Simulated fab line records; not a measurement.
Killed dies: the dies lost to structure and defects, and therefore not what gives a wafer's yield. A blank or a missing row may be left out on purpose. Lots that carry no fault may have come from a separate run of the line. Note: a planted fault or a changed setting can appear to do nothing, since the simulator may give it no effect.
Problem report in the 8D (eight disciplines) form, filled by code    flow gf180mcu    the parts of the form that need people (team, actions taken, sign-off) are left out

## 1. PROBLEM STATEMENT
oes_product_au at GF_V5_ETCH_17 reads a mean of 0.910 a.u. on 3 wafers of 2 lots; wafers without a fault read 0.860 a.u. with a standard deviation of 0.0049. Relative to the usual mean, that is a shift of +10 standard deviations.
The step: etches SiO2 in C4F8/O2/Ar, stops on TiN, target depth 855 nm.
The step gives no start for some of these wafers. The record holds 30 wafers of 10 lots with a number at this step. Rule for "out" (also "out of limits"): further than 4 standard deviations from the usual mean. The other wafers with a number count as sound.

## 2. WHAT IT IS; WHAT IT IS NOT
question                     is                        is not
which readings at this step  oes_product_au            -
which lots                   L180, L181                L168, L169, L170, L182, L184, L186, L189, L190
which wafers of those lots   L180.3, L180.6, L181.6    L180.2, L181.1, L181.2
read on which tools          rie_diel-01, rie_diel-02  rie_diel-04

## 3. WHAT RULES OUT EACH SUSPECT
Counting: a tool at a process step up to the reading stays a suspect if it ran every lot that is out. Sound lots after the first of them don't rule it out here, since some wafers of a struck lot are sound.
- cmp-01 at GF_V5_CMP_04 (polishes SiO2): kept. It ran every lot that is out, first L180 (day 30 06:56); its last sound lot up to then is L170 (day 27 06:34).
The count leaves cmp-01 at GF_V5_CMP_04.

## 4. THE CAUSE (what the simulator had put in)
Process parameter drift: cmp-01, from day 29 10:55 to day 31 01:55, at GF_V5_CMP_04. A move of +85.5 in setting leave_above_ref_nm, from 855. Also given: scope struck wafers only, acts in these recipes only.
After counting, this tool was the only one left.

## 5. THE EFFECT CHAIN, in route order
Each row: a reading whose mean over the struck wafers that have a number lies more than 3 standard deviations from the usual. Scope: only readings with a usual standard deviation given in the record; hours: median across lots of the time from each lot's start at the first step in this table that gives one to its start at this step; sigmas: change in usual standard deviations.
hours  step           reading         usual       on struck wafers  change  sigmas
-      GF_V5_ETCH_17  oes_product_au  0.860 a.u.  0.910             +0.050  +10
It contains these process steps:
- GF_V5_ETCH_17: etches SiO2 in C4F8/O2/Ar, stops on TiN, target depth 855 nm.

## 6. WHAT WOULD HAVE CAUGHT IT SOONER
An alarm limit of 4 standard deviations would not have fired on the tool readings at GF_V5_CMP_04 for which the record gives a usual standard deviation, since none of them was out on any struck wafer.
